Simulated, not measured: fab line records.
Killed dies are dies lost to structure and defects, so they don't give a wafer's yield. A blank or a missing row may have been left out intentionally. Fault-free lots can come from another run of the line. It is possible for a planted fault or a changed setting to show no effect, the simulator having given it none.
Matching of chambers + flow gf180mcu + 4 sister chambers for GF_V3_CMP_26 on cmp-02
The step polishes, stops on SiO2, t overpolish 15 s, target thk 0 nm. 8 wafers are shown with their chamber, then 8 later ones without.

## WAFERS, EACH WITH ITS CHAMBER
| wafer  | chamber | motor_current_A (A) | slurry_filter_dp_kPa (kPa) |
|--------|---------|---------------------|----------------------------|
| L181.4 | 2       | 13.7                | 13.35                      |
| L188.3 | 1       | 9.8                 | 13.51                      |
| L189.5 | 0       | 11.3                | 13.46                      |
| L189.6 | 3       | 11.4                | 13.52                      |
| L191.1 | 1       | 9.6                 | 13.45                      |
| L191.2 | 2       | 13.8                | 13.71                      |
| L191.4 | 3       | 10.8                | 13.65                      |
| L192.1 | 0       | 12.0                | 13.34                      |

## WAFERS WITHOUT THEIR CHAMBER
| wafer  | motor_current_A (A) | slurry_filter_dp_kPa (kPa) |
|--------|---------------------|----------------------------|
| L192.2 | 10.0                | 13.53                      |
| L192.4 | 13.4                | 13.55                      |
| L194.2 | 12.9                | 13.56                      |
| L194.4 | 9.6                 | 13.38                      |
| L194.6 | 11.3                | 13.71                      |
| L195.2 | 13.2                | 13.53                      |
| L195.4 | 9.6                 | 13.41                      |
| L195.5 | 9.6                 | 13.37                      |

## THE CHAMBER EACH PASSED THROUGH
| wafer  | from the rows above     | in truth |
|--------|-------------------------|----------|
| L192.2 | 1                       | 1        |
| L192.4 | 2                       | 2        |
| L194.2 | can't be placed: 2 or 0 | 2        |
| L194.4 | 1                       | 1        |
| L194.6 | can't be placed: 3 or 0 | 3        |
| L195.2 | 2                       | 2        |
| L195.4 | 1                       | 1        |
| L195.5 | 1                       | 1        |
Correct placement for 6 of the 8. Not placeable from these rows: 2 (in 2, the candidates include the true chamber). Wrongly placed: 0.
How it was worked out, from the rows above alone: a wafer's distance from a chamber is the root of the sum, over the readings, of the square of ((its reading less the chamber's mean) divided by the reading's scatter). The wafer belongs to the nearest chamber; if the next one is less than 2 further off, it can't be placed. Each chamber's mean is taken over the wafers shown for it. The scatter: take each reading less its chamber's mean, square it, sum over the shown wafers, divide by the number of wafers less the number of chambers, and take the root.
